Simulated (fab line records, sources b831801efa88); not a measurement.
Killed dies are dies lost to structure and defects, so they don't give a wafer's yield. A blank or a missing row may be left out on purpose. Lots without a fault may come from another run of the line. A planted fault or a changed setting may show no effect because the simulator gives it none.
Split-lot experiment | flow sky130 | 5 lots, 23 wafers read, on a route of 708 steps

THE SPLIT
At SKY_LI_CONTACT_SPUTTER_20 (material TiN, target thk 20 nm, time 80 s), the setting chamber_pressure_pa was moved away from the recipe's 5 Pa on 20 of the 23 wafers read, by -11.3% to +8.3%. The other wafers ran this setting at the recipe's value.

The reading is taken at the split's own step.

THE READING
TiN_of_LI_CONTACT_SPUTTER_20.thk_nm (the simulator's own value, which no gauge read), in nm, at SKY_LI_CONTACT_SPUTTER_20 (material TiN, target thk 20 nm, time 80 s). The file gives no usual value for it. The 3 wafers here that ran the recipe average 20.00 nm, standard deviation 0.067 nm.

wafer  | tool, chamber at the split | chamber_pressure_pa as run, Pa | against the recipe | TiN_of_LI_CONTACT_SPUTTER_20.thk_nm, nm | against lot-mates on the recipe
L074.1 | pvd_sputter-01, -          | 5.415                          | +8.3%              | 18.43                                   | no lot-mate on the recipe
L074.3 | pvd_sputter-01, -          | 5.415                          | +8.3%              | 18.43                                   | no lot-mate on the recipe
L074.2 | pvd_sputter-01, -          | 5.415                          | +8.3%              | 18.49                                   | no lot-mate on the recipe
L074.4 | pvd_sputter-01, -          | 5.415                          | +8.3%              | 18.36                                   | no lot-mate on the recipe
L074.6 | pvd_sputter-01, -          | 5.415                          | +8.3%              | 18.53                                   | no lot-mate on the recipe
L077.1 | pvd_sputter-03, -          | 4.646                          | -7.1%              | 21.48                                   | no lot-mate on the recipe
L077.2 | pvd_sputter-03, -          | 4.646                          | -7.1%              | 20.95                                   | no lot-mate on the recipe
L077.4 | pvd_sputter-03, -          | 4.646                          | -7.1%              | 21.05                                   | no lot-mate on the recipe
L077.5 | pvd_sputter-03, -          | 4.646                          | -7.1%              | 21.33                                   | no lot-mate on the recipe
L077.6 | pvd_sputter-03, -          | 4.646                          | -7.1%              | 21.43                                   | no lot-mate on the recipe
L081.1 | pvd_sputter-02, -          | 5.233                          | +4.7%              | 19.02                                   | no lot-mate on the recipe
L081.2 | pvd_sputter-02, -          | 5.233                          | +4.7%              | 19.1                                    | no lot-mate on the recipe
L081.3 | pvd_sputter-02, -          | 5.233                          | +4.7%              | 18.92                                   | no lot-mate on the recipe
L081.4 | pvd_sputter-02, -          | 5.233                          | +4.7%              | 18.97                                   | no lot-mate on the recipe
L081.5 | pvd_sputter-02, -          | 5.233                          | +4.7%              | 19.04                                   | no lot-mate on the recipe
L084.2 | pvd_sputter-01, -          | 4.437                          | -11.3%             | 21.97                                   | no lot-mate on the recipe
L084.3 | pvd_sputter-01, -          | 4.437                          | -11.3%             | 22.01                                   | no lot-mate on the recipe
L084.4 | pvd_sputter-01, -          | 4.437                          | -11.3%             | 21.93                                   | no lot-mate on the recipe
L084.5 | pvd_sputter-01, -          | 4.437                          | -11.3%             | 21.96                                   | no lot-mate on the recipe
L084.6 | pvd_sputter-01, -          | 4.437                          | -11.3%             | 22.07                                   | no lot-mate on the recipe
L085.1 | pvd_sputter-02, -          | 5                              | recipe             | 20.09                                   | -
L085.3 | pvd_sputter-02, -          | 5                              | recipe             | 19.93                                   | -
L085.6 | pvd_sputter-02, -          | 5                              | recipe             | 19.98                                   | -

THE FIT
A straight line over all 23 wafers: TiN_of_LI_CONTACT_SPUTTER_20.thk_nm changes by -0.183 nm for each +1% of chamber_pressure_pa; r = -1.00; the points scatter about the line by 0.12 nm.
Too few moved wafers have a lot-mate on the recipe to fit a line with each lot's own level taken away.

THE FILE'S OWN FIT
TiN_of_LI_CONTACT_SPUTTER_20.thk_nm changes by -0.183 nm for each +1% of chamber_pressure_pa, r = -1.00.
